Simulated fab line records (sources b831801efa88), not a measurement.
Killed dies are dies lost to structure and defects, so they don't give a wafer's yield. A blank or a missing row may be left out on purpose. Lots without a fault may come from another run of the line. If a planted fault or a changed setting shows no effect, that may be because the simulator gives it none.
The same fault as seen by 2 desks ; flow sky130 ; what lay behind the numbers comes last; until then each desk has only its own

== AT THE METROLOGY DESK ==
What the gauges read, lot by lot, whatever tool the lot ran on: means of the sampled wafers that have a number. If a lot's mean is further than 4 standard deviations from the usual mean, the lot is out of limits and carries the mark OUT (the distance appears in the brackets).
Columns: A = cd nm at SKY_CONTACT_CD_MEAS_14, usual 170.7 nm
lot;first seen here;A
L975;day 31 21:14;172.2
L981;day 33 23:40;172.4
L982;day 34 04:08;169.6
L983;day 34 12:08;170.8
L984;day 34 21:38;168.8
L985;day 35 00:46;168.6
L989;day 36 02:31;171.5
L990;day 36 17:56;170.2
L991;day 37 01:00;169.8
L997;day 38 15:29;169.6
L998;day 38 22:54;171.2
Finding of this desk: none of the 11 lots has anything out of limits.

== THE TOOL OWNER'S DESK: implanter-02 ==
SKY_LDD_N_IMPLANT_09, tool's own readings: per-lot mean of the sampled wafers with a number, covering each lot this tool ran. If a lot's mean is further than 4 standard deviations from the usual mean, the lot is out of limits and carries the mark OUT (the distance appears in the brackets).
Columns: A = dose ions cm2 at SKY_LDD_N_IMPLANT_09, usual 7.498e+13; B = faraday current uA at SKY_LDD_N_IMPLANT_09, usual 423
lot;first seen here;A;B
L975;day 17 20:44;7.493e+13;424
L984;day 21 09:46;7.505e+13;421
L985;day 21 16:16;7.496e+13;427
L989;day 22 19:26;9.589e+13 (+99 or more) OUT;541 (+14) OUT
L991;day 23 19:31;9.580e+13 (+99 or more) OUT;548 (+15) OUT
This desk finds L989, L991 out of limits, L989 being first, at day 22 19:26 (dose ions cm2 at SKY_LDD_N_IMPLANT_09). L975, L984, L985 stayed within limits.

== PUT TOGETHER ==
The tool owner's desk had the chance to raise an alarm at day 22 19:26 on L989, L991.
Nothing out of limits was seen by the metrology desk.
The metrology desk holds a record of L989, L991, inside its limits.
SKY_LDD_N_IMPLANT_09 was run on implanter-02 by each of the lots named.

== WHAT THE SIMULATOR PUT IN ==
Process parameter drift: implanter-02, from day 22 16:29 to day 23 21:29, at SKY_LDD_N_IMPLANT_09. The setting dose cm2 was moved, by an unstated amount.
Shown lots that were struck: L989, L991.
Hours from the fault's start to each desk's first reading out of limits: the tool owner's desk, 3.
